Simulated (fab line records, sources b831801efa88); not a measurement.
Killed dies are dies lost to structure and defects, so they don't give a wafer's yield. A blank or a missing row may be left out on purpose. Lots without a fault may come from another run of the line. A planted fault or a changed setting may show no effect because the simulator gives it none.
Tool commonality check | flow gf180mcu | 13 lots, 38 wafers sampled

WHY IT WAS OPENED
At GF_LVPWELL_TW_MEAS_11 the reading LVPWELL_TW is flagged on 2 of 13 lots. Wafers without a fault read 555, standard deviation 5.1.
Rule: a lot is flagged when every wafer of it that has a number lies more than 4 standard deviations from that mean, or none has a number. The other lots count as sound.

lot  | measured    | on            | LVPWELL_TW, wafer by wafer | flag
L176 | day 4 03:31 | film_metro-03 | 549 549 549                |
L177 | day 4 08:25 | film_metro-02 | 564 563 567                |
L179 | day 4 20:55 | film_metro-03 | 553 553 548                |
L180 | day 5 01:13 | film_metro-03 | 553 551 550                |
L181 | day 5 08:09 | film_metro-03 | 553 553 549                |
L184 | day 6 01:18 | film_metro-03 | 555 550 553                |
L185 | day 6 07:22 | film_metro-03 | 551 547 550                |
L186 | day 6 10:40 | film_metro-03 | 507 506 508                | FLAGGED
L187 | day 6 18:14 | film_metro-03 | 506 505 503                | FLAGGED
L192 | day 7 20:41 | film_metro-02 | 565 563 561                |
L193 | day 8 03:49 | film_metro-01 | 556 557 555                |
L197 | day 8 23:56 | film_metro-01 | 558 557                    |
L198 | day 9 05:59 | film_metro-03 | 555 553 554                |
The numbers of the flagged lots are 506 on average: -49 against the usual, or -10 standard deviations.

WHICH TOOL RAN EACH LOT
The record holds 1 process step before the reading, out of a route of 602 steps. In each cell: the tool, then ch and the chambers that the sampled wafers went through, then the start.
lot  | flag    | GF_LVPWELL_IMPLANT_08
L176 |         | implanter-02 ch 0, day 4 03:07
L177 |         | implanter-02 ch 0, day 4 08:03
L179 |         | implanter-01 ch 0, day 4 20:31
L180 |         | implanter-02 ch 0, day 5 00:49
L181 |         | implanter-02 ch 0, day 5 07:45
L184 |         | implanter-01 ch 0, day 6 00:54
L185 |         | implanter-01 ch 0, day 6 06:59
L186 | FLAGGED | implanter-02 ch 0, day 6 10:16
L187 | FLAGGED | implanter-02 ch 0, day 6 17:50
L192 |         | implanter-03 ch 0, day 7 20:17
L193 |         | implanter-01 ch 0, day 8 03:25
L197 |         | implanter-03 ch 0, day 8 23:35
L198 |         | implanter-01 ch 0, day 9 05:37
What these steps do:
- GF_LVPWELL_IMPLANT_08
- GF_LVPWELL_TW_MEAS_11

FLAGGED OVER TOTAL, TOOL BY TOOL (the gauges that took the reading come last)
step                  | tool          | lots run | flagged | share of the flagged lots | sound lots run after its first flagged lot
GF_LVPWELL_IMPLANT_08 | implanter-01  | 5        | 0       | none                      | -
GF_LVPWELL_IMPLANT_08 | implanter-02  | 6        | 2       | all                       | 0
GF_LVPWELL_IMPLANT_08 | implanter-03  | 2        | 0       | none                      | -
GF_LVPWELL_TW_MEAS_11 | film_metro-01 | 2        | 0       | none                      | -
GF_LVPWELL_TW_MEAS_11 | film_metro-02 | 2        | 0       | none                      | -
GF_LVPWELL_TW_MEAS_11 | film_metro-03 | 9        | 2       | all                       | 1 (L198)

WHAT THE TABLE ALLOWS
2 rows of the table ran every flagged lot: implanter-02 at GF_LVPWELL_IMPLANT_08, film_metro-03 at GF_LVPWELL_TW_MEAS_11.
- implanter-02 at GF_LVPWELL_IMPLANT_08: 2 of its 6 lots flagged. Its last sound lot is L181 (day 5 07:45), its first flagged lot L186 (day 6 10:16): a fault that began between those two fits. Its own readings lie more than 4 standard deviations out on every wafer of the flagged lots: dose_ions_cm2, faraday_current_uA.
- film_metro-03 at GF_LVPWELL_TW_MEAS_11: 2 of its 9 lots flagged. Sound lots ran on it after the first flagged one (L198), which a lasting fault on the whole tool wouldn't allow.
One tool is left: implanter-02 at GF_LVPWELL_IMPLANT_08.

WHAT THE SIMULATOR HAD PUT IN
Process parameter drift: implanter-02, from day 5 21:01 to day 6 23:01, at GF_LVPWELL_IMPLANT_08. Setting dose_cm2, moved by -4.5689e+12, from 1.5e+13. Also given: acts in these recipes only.
Lots struck among those shown: L186, L187. The rule above found the same.
